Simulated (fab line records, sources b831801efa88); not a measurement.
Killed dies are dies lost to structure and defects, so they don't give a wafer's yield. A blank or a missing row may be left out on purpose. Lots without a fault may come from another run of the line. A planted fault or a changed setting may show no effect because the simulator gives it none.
Which tool did it? | flow gf180mcu | 10 lots, 30 wafers sampled, at 7 steps of a route of 602

WHAT THE GAUGES READ, wafer by wafer
GF_V3_RS_MEAS_24: measures by four-point-probe.
lot  | measured     | on            | V3_W_RS (ohm/sq)
L950 | day 22 10:50 | film_metro-04 | 0.335 0.334 0.333
L951 | day 23 01:41 | film_metro-03 | 0.323 0.322 0.323
L952 | day 23 07:20 | film_metro-04 | 0.321 0.323 0.322
L953 | day 23 18:30 | film_metro-02 | 0.325 0.323 0.326
L957 | day 25 02:23 | film_metro-04 | 0.325 0.327 0.323
L963 | day 27 02:50 | film_metro-03 | 0.316 0.293 0.294
L966 | day 27 22:39 | film_metro-02 | 0.329 0.334 0.334
L969 | day 28 20:21 | film_metro-02 | 0.332 0.334 0.329
L971 | day 29 03:33 | film_metro-03 | 0.328 0.330 0.328
L972 | day 29 08:50 | film_metro-03 | 0.327 0.327 0.326

GF_V3_THK_MEAS_25: measures by xrf.
lot  | measured     | on            | V3_W_THK (nm)
L950 | day 22 10:58 | film_metro-04 | 340 341 345
L951 | day 23 01:47 | film_metro-03 | 364 363 363
L952 | day 23 07:26 | film_metro-04 | 353 353 352
L953 | day 23 18:37 | film_metro-02 | 357 361 359
L957 | day 25 02:31 | film_metro-04 | 349 347 351
L963 | day 27 02:56 | film_metro-03 | 372 397 399
L966 | day 27 22:46 | film_metro-02 | 355 349 349
L969 | day 28 20:28 | film_metro-02 | 347 347 353
L971 | day 29 03:40 | film_metro-03 | 359 358 359
L972 | day 29 08:57 | film_metro-03 | 360 363 363

GF_M4_THK_MEAS_06: measures by xrf.
lot  | measured     | on            | M4_ALCU_THK (nm)
L950 | day 22 11:55 | film_metro-01 | 440 440 441
L951 | day 23 02:29 | film_metro-02 | 447 446 444
L952 | day 23 08:08 | film_metro-02 | 453 448 453
L953 | day 23 19:19 | film_metro-02 | 447 450 451
L957 | day 25 03:13 | film_metro-02 | 441 450 447
L963 | day 27 03:38 | film_metro-03 | 447 446 444
L966 | day 27 23:28 | film_metro-03 | 452 443 443
L969 | day 28 21:11 | film_metro-03 | 441 444 436
L971 | day 29 04:22 | film_metro-01 | 442 442 444
L972 | day 29 09:39 | film_metro-02 | 457 449 459

WHICH TOOL RAN EACH LOT (tool, then ch and the chambers of the sampled wafers, then the start)
lot  | GF_M3_SPUTTER_01             | GF_V3_CVD_23                  | GF_V3_CMP_26                  | GF_M4_SPUTTER_00
L950 | pvd_sputter-02, day 20 08:16 | cvd_w-02 ch 0,1, day 22 10:44 | cmp-01 ch 0,2, day 22 11:16   | pvd_sputter-02, day 22 11:34
L951 | pvd_sputter-02, day 20 23:38 | cvd_w-01 ch 0,1, day 23 01:34 | cmp-01 ch 0,1,2, day 23 01:50 | pvd_sputter-04, day 23 02:08
L952 | pvd_sputter-01, day 21 06:13 | cvd_w-01 ch 0, day 23 07:11   | cmp-01 ch 1,2,3, day 23 07:32 | pvd_sputter-03, day 23 07:47
L953 | pvd_sputter-02, day 21 17:19 | cvd_w-01 ch 0,1, day 23 18:23 | cmp-01 ch 0,1,2, day 23 18:44 | pvd_sputter-03, day 23 18:59
L957 | pvd_sputter-02, day 23 02:43 | cvd_w-01 ch 0,1, day 25 02:17 | cmp-02 ch 0,1, day 25 02:37   | pvd_sputter-04, day 25 02:52
L963 | pvd_sputter-02, day 25 06:10 | cvd_w-01 ch 0,1, day 27 02:43 | cmp-02 ch 1,2,3, day 27 03:05 | pvd_sputter-04, day 27 03:17
L966 | pvd_sputter-01, day 26 03:31 | cvd_w-02 ch 0,1, day 27 22:31 | cmp-02 ch 1,2, day 27 22:52   | pvd_sputter-04, day 27 23:07
L969 | pvd_sputter-01, day 27 00:22 | cvd_w-02 ch 0,1, day 28 20:14 | cmp-02 ch 0,1,2, day 28 20:38 | pvd_sputter-03, day 28 20:50
L971 | pvd_sputter-02, day 27 09:25 | cvd_w-02 ch 0,1, day 29 03:26 | cmp-02 ch 0,1,3, day 29 03:44 | pvd_sputter-02, day 29 04:02
L972 | pvd_sputter-04, day 27 15:18 | cvd_w-02 ch 1, day 29 08:43   | cmp-01 ch 0,2, day 29 09:04   | pvd_sputter-03, day 29 09:19
- GF_M3_SPUTTER_01: material TiN, target thk 30 nm, time 25 s.
- GF_V3_CVD_23: deposits W, target thk 350 nm, time 104.9 s.
- GF_V3_CMP_26: polishes, stops on SiO2, t overpolish 15 s, target thk 0 nm.
- GF_M4_SPUTTER_00: material Ti, target thk 37.5 nm, time 150 s.

WHAT THE TOOLS THEMSELVES READ (means of the sampled wafers that have a number; where no wafer has one, the mark that the record gives instead)
GF_M3_SPUTTER_01.
lot  | tool           | throttle_valve_pct (%)
L950 | pvd_sputter-02 | 28.9
L951 | pvd_sputter-02 | 29.4
L952 | pvd_sputter-01 | 29.9
L953 | pvd_sputter-02 | 29.2
L957 | pvd_sputter-02 | 29.1
L963 | pvd_sputter-02 | 29.8
L966 | pvd_sputter-01 | 30.6
L969 | pvd_sputter-01 | 30.8
L971 | pvd_sputter-02 | 29.2
L972 | pvd_sputter-04 | 29.9

GF_V3_CVD_23.
lot  | tool     | heater_power_w (W)
L950 | cvd_w-02 | 825
L951 | cvd_w-01 | 919
L952 | cvd_w-01 | 764
L953 | cvd_w-01 | 840
L957 | cvd_w-01 | 843
L963 | cvd_w-01 | 853
L966 | cvd_w-02 | 833
L969 | cvd_w-02 | 840
L971 | cvd_w-02 | 829
L972 | cvd_w-02 | 863

GF_V3_CMP_26.
lot  | tool   | edge_zone_pressure_frac | motor_current_A (A) | platen_rpm (rpm) | slurry_flow_ml_min | time_to_endpoint_s (s)
L950 | cmp-01 | 0.994                   | 11.1                | 60.02            | 150.0              | 83.7
L951 | cmp-01 | 1.001                   | 11.7                | 59.99            | 150.0              | 83.5
L952 | cmp-01 | 1.004                   | 11.8                | 60.04            | 149.7              | 86.5
L953 | cmp-01 | 1.000                   | 11.5                | 59.97            | 149.7              | 83.0
L957 | cmp-02 | 0.996                   | 12.3                | 60.03            | 150.3              | 89.6
L963 | cmp-02 | 1.000                   | 10.7                | 59.99            | 150.0              | 94.7
L966 | cmp-02 | 0.998                   | 10.5                | 60.01            | 150.1              | 84.5
L969 | cmp-02 | 0.999                   | 11.3                | 59.99            | 150.0              | 83.9
L971 | cmp-02 | 0.999                   | 11.9                | 59.95            | 150.0              | 87.3
L972 | cmp-01 | 0.997                   | 11.4                | 59.97            | 150.6              | 83.9

GF_M4_SPUTTER_00.
lot  | tool           | throttle_valve_pct (%)
L950 | pvd_sputter-02 | 29.9
L951 | pvd_sputter-04 | 29.6
L952 | pvd_sputter-03 | 28.7
L953 | pvd_sputter-03 | 29.6
L957 | pvd_sputter-04 | 30.1
L963 | pvd_sputter-04 | 29.3
L966 | pvd_sputter-04 | 29.4
L969 | pvd_sputter-03 | 29.1
L971 | pvd_sputter-02 | 29.6
L972 | pvd_sputter-03 | 28.5

THE ANSWER, worked out from the rows above alone
Rule: what is usual is taken from the lots themselves. Put in order of their means at a reading, lots are off if they are a third of the lots or fewer, leave a main group of 4 or more, and stand apart from it by a gap of 3 or more times the standard deviation of the main group's means; of several such gaps the widest counts. A main group whose means are all the same, to the digits that the tables above print for the reading, isn't used. A lot without any number at a reading at which 4 lots or more have one is off too. The other lots that the step has rows for count as sound. The gauges are gone through in route order, then the tools' own readings, and for those a lot's mean is taken as printed above. The first step at which some lot is off is used, and at that step the reading that is off furthest; a lot without a number counts as furthest.
Off: L963, at GF_V3_RS_MEAS_24 (V3_W_RS). The main group: mean 0.328 ohm/sq, standard deviation 0.0041.
A tool fits if, at a process step before that reading, it ran every lot that is off, and no sound lot after the first of them. The gauges at GF_V3_RS_MEAS_24 are tried like those tools. One fits: cvd_w-01 at GF_V3_CVD_23. Its last sound lot is L957 (day 25 02:17), its first lot that is off L963 (day 27 02:43): a fault that began between those two fits.

WHAT THE SIMULATOR HAD PUT IN
Process parameter drift: cvd_w-01, from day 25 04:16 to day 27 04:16, at GF_V3_CVD_23. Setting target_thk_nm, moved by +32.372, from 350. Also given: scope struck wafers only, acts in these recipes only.
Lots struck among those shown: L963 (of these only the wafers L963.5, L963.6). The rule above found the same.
